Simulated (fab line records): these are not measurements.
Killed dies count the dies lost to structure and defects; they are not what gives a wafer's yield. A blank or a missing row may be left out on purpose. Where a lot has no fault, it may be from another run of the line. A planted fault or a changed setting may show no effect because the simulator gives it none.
Chamber matching || flow sky130 || 3 sister chambers for SKY_CONTACT_CVD_00 on pecvd-01
The step deposits Si3N4, target thk 75 nm. 18 wafers are shown with their chamber, then 9 later ones without.

WAFERS, EACH WITH ITS CHAMBER
{"wafer": "L074.1", "chamber": 0, "heater_power_w (W)": 742}
{"wafer": "L074.2", "chamber": 2, "heater_power_w (W)": 755}
{"wafer": "L074.3", "chamber": 1, "heater_power_w (W)": 719}
{"wafer": "L074.4", "chamber": 0, "heater_power_w (W)": 735}
{"wafer": "L074.5", "chamber": 1, "heater_power_w (W)": 739}
{"wafer": "L074.6", "chamber": 2, "heater_power_w (W)": 755}
{"wafer": "L076.1", "chamber": 0, "heater_power_w (W)": 767}
{"wafer": "L076.3", "chamber": 2, "heater_power_w (W)": 682}
{"wafer": "L076.5", "chamber": 1, "heater_power_w (W)": 712}
{"wafer": "L078.1", "chamber": 2, "heater_power_w (W)": 735}
{"wafer": "L078.3", "chamber": 1, "heater_power_w (W)": 736}
{"wafer": "L078.4", "chamber": 1, "heater_power_w (W)": 745}
{"wafer": "L082.3", "chamber": 0, "heater_power_w (W)": 751}
{"wafer": "L082.5", "chamber": 0, "heater_power_w (W)": 766}
{"wafer": "L082.6", "chamber": 2, "heater_power_w (W)": 752}
{"wafer": "L086.1", "chamber": 2, "heater_power_w (W)": 655}
{"wafer": "L086.5", "chamber": 1, "heater_power_w (W)": 675}
{"wafer": "L086.6", "chamber": 2, "heater_power_w (W)": 678}

SIGNATURES, as means of the wafers listed above
{"reading": "heater_power_w", "chamber 0": 752.20, "chamber 1": 721.00, "chamber 2": 716.00, "scatter within a chamber": 31.8}
Rule: for a wafer and a chamber, the distance is found by dividing, reading by reading, the gap between the wafer's reading and the chamber's mean by the reading's scatter, squaring, summing and taking the root. The wafer belongs to the nearest chamber; if the next one is less than 2 further off, it can't be placed. The scatter is the square root of a quotient: the sum, over the shown wafers, of each reading's squared deviation from its chamber's mean, divided by wafers minus chambers.

WAFERS WHOSE CHAMBER IS MISSING
{"wafer": "L087.1", "heater_power_w (W)": 757}
{"wafer": "L087.3", "heater_power_w (W)": 771}
{"wafer": "L087.6", "heater_power_w (W)": 754}
{"wafer": "L089.1", "heater_power_w (W)": 709}
{"wafer": "L089.2", "heater_power_w (W)": 819}
{"wafer": "L089.5", "heater_power_w (W)": 709}
{"wafer": "L094.2", "heater_power_w (W)": 746}
{"wafer": "L094.5", "heater_power_w (W)": 788}
{"wafer": "L094.6", "heater_power_w (W)": 843}

EACH ONE'S CHAMBER
{"wafer": "L087.1", "from the rows above": "can't be placed: 0 or 1 or 2", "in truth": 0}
{"wafer": "L087.3", "from the rows above": "can't be placed: 0 or 1 or 2", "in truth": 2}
{"wafer": "L087.6", "from the rows above": "can't be placed: 0 or 1 or 2", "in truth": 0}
{"wafer": "L089.1", "from the rows above": "can't be placed: 2 or 1 or 0", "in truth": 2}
{"wafer": "L089.2", "from the rows above": "can't be placed: 0 or 1 or 2", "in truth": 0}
{"wafer": "L089.5", "from the rows above": "can't be placed: 2 or 1 or 0", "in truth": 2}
{"wafer": "L094.2", "from the rows above": "can't be placed: 0 or 1 or 2", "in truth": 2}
{"wafer": "L094.5", "from the rows above": "can't be placed: 0 or 1 or 2", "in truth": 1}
{"wafer": "L094.6", "from the rows above": "can't be placed: 0 or 1 or 2", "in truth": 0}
Correctly placed: 0 of 9. Unplaceable from these rows: 9, with the true chamber sitting among the candidates in 9. Number placed wrongly: 0.
